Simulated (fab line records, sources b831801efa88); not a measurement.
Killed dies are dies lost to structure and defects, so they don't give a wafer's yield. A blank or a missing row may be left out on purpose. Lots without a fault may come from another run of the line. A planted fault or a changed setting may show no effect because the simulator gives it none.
A struck lot beside a sound one | flow gf180mcu | 14 steps out of a route of 602
Sound: wafers L957.2, L957.5, L957.6. Struck: wafers L953.1, L953.2, L953.4. The cause comes at the end.
At each step with rows: each side's tool, then ch and its chambers, then its first start. Under that, the readings that differ: sound wafers | struck wafers | difference of the means | sigmas: that difference in standard deviations of wafers without a fault.
alike: readings whose means differ by less than 2 such deviations, and words and numbers that are the same on both sides. not compared: withheld readings, readings that some wafer has no value for, bounds like >300 that may hide the same value, and numbers for which the record gives no deviation and whose values overlap.
The two part at a step that has a row with sigmas, a row that says differs or no value, or rows on one side only. Numbers that don't overlap but have no deviation are shown without sigmas and don't part them. A reading that every wafer of one side lacks parts them only if that side has two wafers or more.

GF_CONTACT_THK_MEAS_01:
  sound on film_metro-04, day 20 18:34; struck on film_metro-03, day 19 09:24
  alike: CONTACT_CVD_00_THK
GF_CONTACT_CVD_02: deposits SiO2 from TEOS, target thk 860 nm, time 95.992 s.
  sound on pecvd-02 ch 0,1,2, day 20 18:37; struck on pecvd-03 ch 0,1,2, day 19 09:28
  alike: heater_power_w, rf_fwd_power_W
GF_CONTACT_THK_MEAS_03:
  sound on film_metro-03, day 20 18:42; struck on film_metro-01, day 19 09:32
  alike: CONTACT_CVD_02_THK
GF_CONTACT_CMP_04: polishes SiO2.
  sound on cmp-01 ch 0,1,2, day 20 18:51; struck on cmp-01 ch 0,1,2, day 19 09:35
  alike: edge_zone_pressure_frac, motor_current_A, retaining_ring_pressure_frac, time_to_endpoint_s
GF_CONTACT_BOW_MEAS_05:
  sound on film_metro-04, day 20 19:04; struck on film_metro-01, day 19 09:53
  alike: CONTACT_BOW
then, 7 steps without rows for these wafers: GF_CONTACT_DEHYDRATE_06 (time 60 s); GF_CONTACT_HMDS_07 (prime time 60 s); GF_CONTACT_COAT_08; GF_CONTACT_COAT_09 (resist thk 1000 nm); GF_CONTACT_SOFTBAKE_10 (time 60 s); GF_CONTACT_EXPOSE_11 (exposes mask Contact, target cd 220 nm); GF_CONTACT_PEB_12 (peb time 90 s).
GF_CONTACT_DEVELOP_13: develop time 60 s.
  sound on litho_track-02 ch 0, day 21 18:56; struck on litho_track-02, day 20 10:13
  no value came back on the struck wafers for chill_plate_temp_C (C), develop_time_s (s); on the sound wafers chill_plate_temp_C (C) reads 22.80 22.88 23.04
  reading                                  | sound             | struck            | difference | sigmas
  model.KrF_of_CONTACT_COAT_09.thk_nm (nm) | 987.7 986.8 987.4 | 999.2 996.9 996.8 | +10.3      |
GF_CONTACT_CD_MEAS_14: target cd 220 nm.
  sound on cd_sem-01, day 21 19:05; struck on cd_sem-02, day 20 10:24
  reading    | sound             | struck | difference                    | sigmas
  cd_nm (nm) | 219.2 220.0 219.7 | - - -  | no value on the struck wafers |

WHERE THEY PART
First at GF_CONTACT_DEVELOP_13; last, within this record, at GF_CONTACT_CD_MEAS_14.

WHY: what the simulator had put in
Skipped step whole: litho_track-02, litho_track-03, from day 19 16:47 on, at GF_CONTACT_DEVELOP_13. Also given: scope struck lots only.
